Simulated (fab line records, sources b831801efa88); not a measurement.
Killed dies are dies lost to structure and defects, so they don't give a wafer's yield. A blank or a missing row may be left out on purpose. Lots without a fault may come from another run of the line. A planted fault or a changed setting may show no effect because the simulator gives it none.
A struck lot beside a sound one | flow gf180mcu | 17 steps out of a route of 602
Sound: wafers L191.1, L191.2, L191.4. Struck: wafers L210.2, L210.4, L210.5. The cause comes at the end.
At each step with rows: each side's tool, then ch and its chambers, then its first start. Under that, the readings that differ: sound wafers | struck wafers | difference of the means | sigmas: that difference in standard deviations of wafers without a fault.
alike: readings whose means differ by less than 2 such deviations, and words and numbers that are the same on both sides. not compared: withheld readings, readings that some wafer has no value for, bounds like >300 that may hide the same value, and numbers for which the record gives no deviation and whose values overlap.
The two part at a step that has a row with sigmas, a row that says differs or no value, or rows on one side only. Numbers that don't overlap but have no deviation are shown without sigmas and don't part them. A reading that every wafer of one side lacks parts them only if that side has two wafers or more.

first, 4 steps without rows for these wafers: GF_MIM_SOFTBAKE_15 (time 60 s); GF_MIM_EXPOSE_16 (exposes mask FuseTop, target cd 2000 nm); GF_MIM_PEB_17; GF_MIM_DEVELOP_18 (develop time 60 s).
GF_MIM_METAL_ETCH_19: etches the open film in Cl2/BCl3, stops on Si3N4, target depth 324.5 nm, time 54.1 s.
  sound on rie_metal-04 ch 0,1, day 26 07:14; struck on rie_metal-01 ch 0,1, day 31 15:29
  alike: drypump_motor_current_A, oes_product_au, throttle_valve_pct
  not compared: rf_hours_counter_h
GF_MIM_STRIP_20: strips in O2/N2.
  sound on plasma_asher-04 ch 0,1, day 26 07:19; struck on plasma_asher-02 ch 0,1, day 31 15:33
  alike: drypump_motor_current_A, heater_power_w, oes_product_au, strip_time_to_endpoint_s
  not compared: rf_hours_counter_h
then, 6 steps without rows for these wafers: GF_MIM_STRIP_21 (strips in post etch residue remover, time 1200 s); GF_MIM_CLEAN_22 (cleans in DIW); GF_M5_DEHYDRATE_00 (time 60 s); GF_M5_HMDS_01 (prime time 60 s); GF_M5_COAT_02 (resist thk 1000 nm); GF_M5_SOFTBAKE_03 (time 60 s).
GF_M5_EXPOSE_04: exposes mask Metal5, target cd 280 nm.
  sound on krf_scanner-02 ch 0, day 26 17:35; struck on krf_scanner-02 ch 0, day 32 00:29
  reading              | sound             | struck            | difference | sigmas
  exposure_dose_mJ_cm2 | 27.94 27.95 27.94 | 18.67 18.65 18.67 | -9.28      | -66
  alike: mask
then, 2 steps without rows for these wafers: GF_M5_PEB_05 (peb time 90 s); GF_M5_DEVELOP_06 (develop time 60 s).
GF_M5_CD_MEAS_07: target cd 280 nm.
  sound on cd_sem-02, day 27 03:41; struck on cd_sem-01, day 32 09:29
  reading    | sound             | struck            | difference | sigmas
  cd_nm (nm) | 279.3 279.4 279.4 | 340.9 341.1 340.2 | +61.4      | +61
  not compared: hold
then, 1 step without rows for these wafers: GF_PASSIVATION_PROBE_99.

WHERE THEY PART
First at GF_M5_EXPOSE_04; last, within this record, at GF_M5_CD_MEAS_07.

WHY: what the simulator had put in
Process parameter drift: krf_scanner-02, from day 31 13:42 on, at GF_M5_EXPOSE_04. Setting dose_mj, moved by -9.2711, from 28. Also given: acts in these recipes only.
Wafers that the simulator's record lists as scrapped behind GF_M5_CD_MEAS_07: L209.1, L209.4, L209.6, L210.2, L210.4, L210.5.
